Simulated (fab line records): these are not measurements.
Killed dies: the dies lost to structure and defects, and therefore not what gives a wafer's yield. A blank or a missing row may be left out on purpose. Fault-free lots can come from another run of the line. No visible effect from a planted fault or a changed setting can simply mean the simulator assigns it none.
Problem report, 8D (eight disciplines) form, completed by code + flow sky130 + the parts of the form that need people (team, actions taken, sign-off) are left out

## 1. WHAT WENT WRONG
developer_temp_C at SKY_PASSIVATION_DEVELOP_10 reads a mean of 23.95 C on 6 wafers of 2 lots; wafers without a fault read 23.00 C with a standard deviation of 0.11. That puts it +8.7 standard deviations away from the usual mean.
The step: develop time 60 s.
First observed at day 47 21:00: wafer L265.1, on litho_track-04. The record holds 36 wafers of 12 lots with a number at this step. Rule for "out" (also "out of limits"): further than 4 standard deviations from the usual mean. Any other wafer with a number is counted as sound.

## 2. WHAT IT IS, WHAT IT ISN'T
| question                    | is                     | is not                                                                                       |
|-----------------------------|------------------------|----------------------------------------------------------------------------------------------|
| which readings at this step | developer_temp_C       | resist_line_temp_C                                                                           |
| which lots                  | L265, L266             | L254, L258, L260, L261, L263, L270, L272, L274, L275, L276                                   |
| which wafers of those lots  | all that have a number | -                                                                                            |
| read on which tools         | litho_track-04         | litho_track-01, litho_track-03                                                               |
| when                        | from day 47 21:00      | up to then (15 sound wafers); but 15 sound wafers of L270, L272, L274, L275, L276 came after |

## 3. WHAT RULES OUT EACH SUSPECT
Counting: a tool at any process step up to the reading remains a suspect when it ran all the lots that are out and ran no sound lot after the first of those.
- litho_track-04 at SKY_PASSIVATION_DEVELOP_10 (develop time 60 s): kept. It processed each lot that is out, first L265 at day 47 21:00, and no sound lot thereafter; up to then, the last sound lot it processed was L263 at day 47 14:00. Out on those wafers are its own readings of developer_temp_C.
Left after counting: litho_track-04 at SKY_PASSIVATION_DEVELOP_10.

## 4. THE CAUSE (what the simulator had put in)
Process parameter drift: litho_track-04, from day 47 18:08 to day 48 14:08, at SKY_PASSIVATION_DEVELOP_10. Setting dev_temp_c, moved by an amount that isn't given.
Only this tool survived the counting.

## 5. THE EFFECT CHAIN, in route order
One row per reading whose mean, taken over the struck wafers that have a number, lies over 3 standard deviations from the usual. Scope: only readings with a usual standard deviation given in the record; hours: median across lots of the time from each lot's start at the first step in this table that gives one to its start at this step; sigmas: change in usual standard deviations.
| hours | step                       | reading          | usual   | on struck wafers | change | sigmas |
|-------|----------------------------|------------------|---------|------------------|--------|--------|
| 0     | SKY_PASSIVATION_DEVELOP_10 | developer_temp_C | 23.00 C | 23.95            | +0.95  | +8.7   |
It contains these process steps:
- SKY_PASSIVATION_DEVELOP_10: develop time 60 s.

## 6. WHAT WOULD HAVE CAUGHT IT SOONER
3 hours passed between the start of the fault at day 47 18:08 and the first reading out of limits in this record, taken at day 47 21:00.
